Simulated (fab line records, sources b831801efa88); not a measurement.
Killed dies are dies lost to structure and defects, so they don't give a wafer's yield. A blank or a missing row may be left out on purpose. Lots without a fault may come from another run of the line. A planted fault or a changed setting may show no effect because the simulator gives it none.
One fault seen from 2 desks | flow gf180mcu | each desk has only its own numbers; what lay behind them comes last

THE METROLOGY DESK
What the gauges read, lot by lot, whatever tool the lot ran on: means of the sampled wafers that have a number. A lot is out of limits, marked OUT, if its mean lies more than 4 standard deviations from the usual mean; the brackets give that distance.
Columns: A = DUAL_GATE_OXIDATION_00_THK at GF_DUAL_GATE_THK_MEAS_03, usual 10.75 nm
lot  | first seen here | A
L566 | day 7 13:28     | 10.91
L567 | day 7 17:30     | 10.81
L569 | day 8 09:29     | 10.87
L570 | day 8 18:09     | 10.82
L571 | day 9 00:58     | 10.75
L572 | day 9 05:58     | 10.79
L573 | day 9 13:12     | 10.70
L575 | day 10 03:37    | 10.52
L578 | day 10 22:08    | 10.52
L582 | day 12 03:17    | 10.73
L584 | day 12 20:15    | 10.68
L588 | day 13 19:58    | 10.72
L589 | day 14 01:01    | 10.65
This desk's finding: nothing out of limits on any of the 13 lots.

THE TOOL OWNER'S DESK: plasma_asher-04
The tool's own readings at GF_DUAL_GATE_STRIP_13 (strips in O2/N2): means of the sampled wafers that have a number, for each lot that ran on this tool. A lot is out of limits, marked OUT, if its mean lies more than 4 standard deviations from the usual mean; the brackets give that distance.
Columns: A = drypump_motor_current_A at GF_DUAL_GATE_STRIP_13, usual 6.14 A; B = heater_power_w at GF_DUAL_GATE_STRIP_13, usual 319 W; C = oes_product_au at GF_DUAL_GATE_STRIP_13, usual 0.716 a.u.; D = strip_time_to_endpoint_s at GF_DUAL_GATE_STRIP_13, usual 12.41 s
lot  | first seen here | A    | B   | C               | D
L573 | day 10 05:52    | 5.82 | 372 | 0.711           | 12.41
L584 | day 13 16:07    | 5.79 | 420 | 0.921 (+39) OUT | -
This desk's finding: out of limits on L584; first on L584, day 13 16:07 (oes_product_au at GF_DUAL_GATE_STRIP_13). In limits: L573.

PUT TOGETHER
The tool owner's desk could have raised an alarm at day 13 16:07, on L584.
The metrology desk saw nothing out of limits.
The metrology desk has L584 on record, within its limits.
Of the lots named, all ran GF_DUAL_GATE_STRIP_13 on plasma_asher-04.

WHAT THE SIMULATOR HAD PUT IN
Strip aborted: plasma_asher-04, from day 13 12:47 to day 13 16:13, at GF_DUAL_GATE_STRIP_13. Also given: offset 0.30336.
Lots struck among those shown: L584.
Hours from the fault's start to each desk's first reading out of limits: the tool owner's desk, 3.
